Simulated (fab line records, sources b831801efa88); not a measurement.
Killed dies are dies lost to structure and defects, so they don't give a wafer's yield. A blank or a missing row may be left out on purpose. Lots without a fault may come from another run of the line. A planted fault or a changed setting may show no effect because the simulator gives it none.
Which tool did it? | flow sfq_line | 7 lots, 20 wafers sampled, at 2 steps of a route of 325

WHAT THE GAUGES READ, wafer by wafer
SFQ_M2_RS_MEAS_914: measures by four-point-probe.
lot  | measured     | on            | M2_NB_RS (ohm/sq)
L533 | day 23 09:55 | film_metro-03 | 0.884 0.889 0.888
L535 | day 24 01:29 | film_metro-02 | 0.911 0.914 0.906
L537 | day 24 20:47 | film_metro-03 | 0.892 0.889 0.890
L541 | day 25 12:48 | film_metro-02 | 1.158 0.907 0.900
L547 | day 26 04:29 | film_metro-02 | 0.901 1.156
L549 | day 26 06:48 | film_metro-03 | 0.898 0.903 0.907
L552 | day 26 10:26 | film_metro-04 | 0.886 0.890 0.898

WHICH TOOL RAN EACH LOT (tool, then ch and the chambers of the sampled wafers, then the start)
lot  | SFQ_TRILAYER_M2_DEP_SPUTTER_055
L533 | pvd_sputter-05, day 23 09:47
L535 | pvd_sputter-03, day 24 01:24
L537 | pvd_sputter-05, day 24 20:38
L541 | pvd_sputter-05, day 25 12:43
L547 | pvd_sputter-05, day 26 04:20
L549 | pvd_sputter-03, day 26 06:43
L552 | pvd_sputter-03, day 26 10:20
- SFQ_TRILAYER_M2_DEP_SPUTTER_055: material Nb, target thk 200 nm, time 133.3 s.

THE ANSWER, worked out from the rows above alone
Rule: what is usual is taken from the lots themselves. Put in order of their means at a reading, lots are off if they are a third of the lots or fewer, leave a main group of 4 or more, and stand apart from it by a gap of 3 or more times the standard deviation of the main group's means; of several such gaps the widest counts. A main group whose means are all the same, to the digits that the tables above print for the reading, isn't used. A lot without any number at a reading at which 4 lots or more have one is off too. The other lots that the step has rows for count as sound.
Off: L541, L547, at SFQ_M2_RS_MEAS_914 (M2_NB_RS). The main group: mean 0.896 ohm/sq, standard deviation 0.0088.
A tool fits if, at a process step before that reading, it ran every lot that is off, and no sound lot after the first of them. The gauges at SFQ_M2_RS_MEAS_914 are tried like those tools. Can't be told from this: 2 tools fit, pvd_sputter-05 at SFQ_TRILAYER_M2_DEP_SPUTTER_055, film_metro-02 at SFQ_M2_RS_MEAS_914.

WHAT THE SIMULATOR HAD PUT IN
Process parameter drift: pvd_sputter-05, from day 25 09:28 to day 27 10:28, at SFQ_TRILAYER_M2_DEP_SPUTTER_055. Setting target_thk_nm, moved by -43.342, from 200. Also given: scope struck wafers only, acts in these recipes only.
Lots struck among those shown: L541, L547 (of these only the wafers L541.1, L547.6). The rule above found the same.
